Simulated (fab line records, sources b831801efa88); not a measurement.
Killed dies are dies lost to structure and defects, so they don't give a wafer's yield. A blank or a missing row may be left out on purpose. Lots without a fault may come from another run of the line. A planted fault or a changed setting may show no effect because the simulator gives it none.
Chamber matching | flow sky130 | SKY_VIA3_ETCH_14 on rie_diel-02: 4 sister chambers
The step etches BARC in N2/H2, stops on SiO2, time 45.9 s, target depth 60 nm. 18 wafers are shown with their chamber, then 9 later ones without.

WAFERS WITH THEIR CHAMBER
wafer  | chamber | throttle_valve_pct (%) | n2_flow_sccm (sccm) | oes_product_au (a.u.)
L074.1 | 3       | 13.215                 | 100.0               | 0.858
L074.2 | 0       | 13.218                 | 100.2               | 0.852
L074.4 | 0       | 13.238                 | 99.0                | 0.853
L078.2 | 2       | 13.216                 | 100.0               | 0.855
L078.3 | 3       | 13.221                 | 100.0               | 0.862
L078.4 | 1       | 13.226                 | 100.1               | 0.857
L079.3 | 0       | 13.235                 | 99.7                | 0.866
L079.4 | 1       | 13.223                 | 99.6                | 0.859
L079.5 | 1       | 13.219                 | 99.8                | 0.854
L081.1 | 1       | 13.224                 | 100.3               | 0.855
L081.2 | 0       | 13.227                 | 100.2               | 0.852
L081.3 | 3       | 13.225                 | 100.4               | 0.849
L082.2 | 0       | 13.231                 | 99.9                | 0.855
L082.4 | 3       | 13.217                 | 99.7                | 0.854
L082.6 | 2       | 13.223                 | 100.0               | 0.852
L087.2 | 3       | 13.229                 | 100.4               | 0.847
L087.3 | 1       | 13.222                 | 99.8                | 0.862
L087.5 | 3       | 13.220                 | 100.5               | 0.858

SIGNATURES (means of the wafers above)
reading            | chamber 0 | chamber 1 | chamber 2 | chamber 3 | scatter within a chamber
throttle_valve_pct | 13.22980  | 13.22280  | 13.21950  | 13.22117  | 0.00552
n2_flow_sccm       | 99.800    | 99.920    | 100.000   | 100.167   | 0.357
oes_product_au     | 0.85560   | 0.85740   | 0.85350   | 0.85467   | 0.00503
Rule: a wafer's distance from a chamber is the root of the sum, over the readings, of the square of ((its reading less the chamber's mean) divided by the reading's scatter). The wafer belongs to the nearest chamber; if the next one is less than 2 further off, it can't be placed. The scatter: the root of (the sum of the squares of (reading less its chamber's mean) over the shown wafers, divided by (wafers less chambers)).

WAFERS WITHOUT THEIR CHAMBER
wafer  | throttle_valve_pct (%) | n2_flow_sccm (sccm) | oes_product_au (a.u.)
L091.1 | 13.227                 | 100.0               | 0.851
L091.2 | 13.223                 | 99.7                | 0.859
L091.4 | 13.233                 | 100.0               | 0.858
L092.1 | 13.223                 | 99.7                | 0.848
L092.2 | 13.213                 | 100.2               | 0.853
L092.3 | 13.229                 | 99.7                | 0.851
L094.2 | 13.239                 | 100.1               | 0.860
L094.5 | 13.217                 | 99.8                | 0.855
L094.6 | 13.220                 | 99.8                | 0.851

WHICH CHAMBER EACH WENT THROUGH
wafer  | from the rows above               | in truth
L091.1 | can't be placed: 0 or 3 or 2 or 1 | 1
L091.2 | can't be placed: 1 or 0 or 2 or 3 | 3
L091.4 | can't be placed: 0 or 1 or 3 or 2 | 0
L092.1 | can't be placed: 2 or 3 or 1 or 0 | 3
L092.2 | can't be placed: 2 or 3 or 1 or 0 | 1
L092.3 | can't be placed: 0 or 1 or 2 or 3 | 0
L094.2 | can't be placed: 0 or 1 or 3 or 2 | 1
L094.5 | can't be placed: 2 or 1 or 3 or 0 | 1
L094.6 | can't be placed: 2 or 3 or 1 or 0 | 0
Placed correctly: 0 of 9. Can't be placed from these rows: 9 (the true chamber is among the candidates in 9). Placed wrongly: 0.
